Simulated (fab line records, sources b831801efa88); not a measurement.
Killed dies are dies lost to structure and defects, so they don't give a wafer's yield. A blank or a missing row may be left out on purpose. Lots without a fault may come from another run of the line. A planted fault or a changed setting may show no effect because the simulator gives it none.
One fault seen from 2 desks | flow sky130 | each desk has only its own numbers; what lay behind them comes last

THE TOOL OWNER'S DESK: implanter-03
The tool's own readings at SKY_SD_P_IMPLANT_09: means of the sampled wafers that have a number, for each lot that ran on this tool. A lot is out of limits, marked OUT, if its mean lies more than 4 standard deviations from the usual mean; the brackets give that distance.
Columns: A = beam_energy_keV at SKY_SD_P_IMPLANT_09, usual 19.999
lot  | first seen here | A
L236 | day 27 21:17    | 19.734 (-41) OUT
L237 | day 28 05:12    | 19.740 (-40) OUT
L247 | day 32 12:46    | 19.996
L248 | day 32 13:20    | 20.002
This desk's finding: out of limits on L236, L237; first on L236, day 27 21:17 (beam_energy_keV at SKY_SD_P_IMPLANT_09). In limits: L247, L248.

THE METROLOGY DESK
What the gauges read, lot by lot, whatever tool the lot ran on: means of the sampled wafers that have a number. A lot is out of limits, marked OUT, if its mean lies more than 4 standard deviations from the usual mean; the brackets give that distance.
Columns: A = cd_nm at SKY_SD_P_CD_MEAS_07, usual 379.9 nm; B = SD_P_OVL at SKY_SD_P_OVL_MEAS_08, usual -0.2 nm
lot  | first seen here | A     | B
L236 | day 27 21:08    | 378.8 | -0.1
L237 | day 28 05:02    | 380.5 | 0.1
L246 | day 32 01:23    | 381.1 | -1.3
L247 | day 32 12:36    | 376.4 | -0.5
L248 | day 32 13:11    | 379.6 | -2.2
L255 | day 34 06:53    | 380.4 | -1.8
This desk's finding: nothing out of limits on any of the 6 lots.

PUT TOGETHER
The tool owner's desk could have raised an alarm at day 27 21:17, on L236, L237.
The metrology desk saw nothing out of limits.
The metrology desk has L236, L237 on record, within its limits.
Of the lots named, all ran SKY_SD_P_IMPLANT_09 on implanter-03.

WHAT THE SIMULATOR HAD PUT IN
Process parameter drift: implanter-03, from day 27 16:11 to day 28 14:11, at SKY_SD_P_IMPLANT_09. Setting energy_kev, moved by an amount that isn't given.
Lots struck among those shown: L236, L237.
Hours from the fault's start to each desk's first reading out of limits: the tool owner's desk, 5.
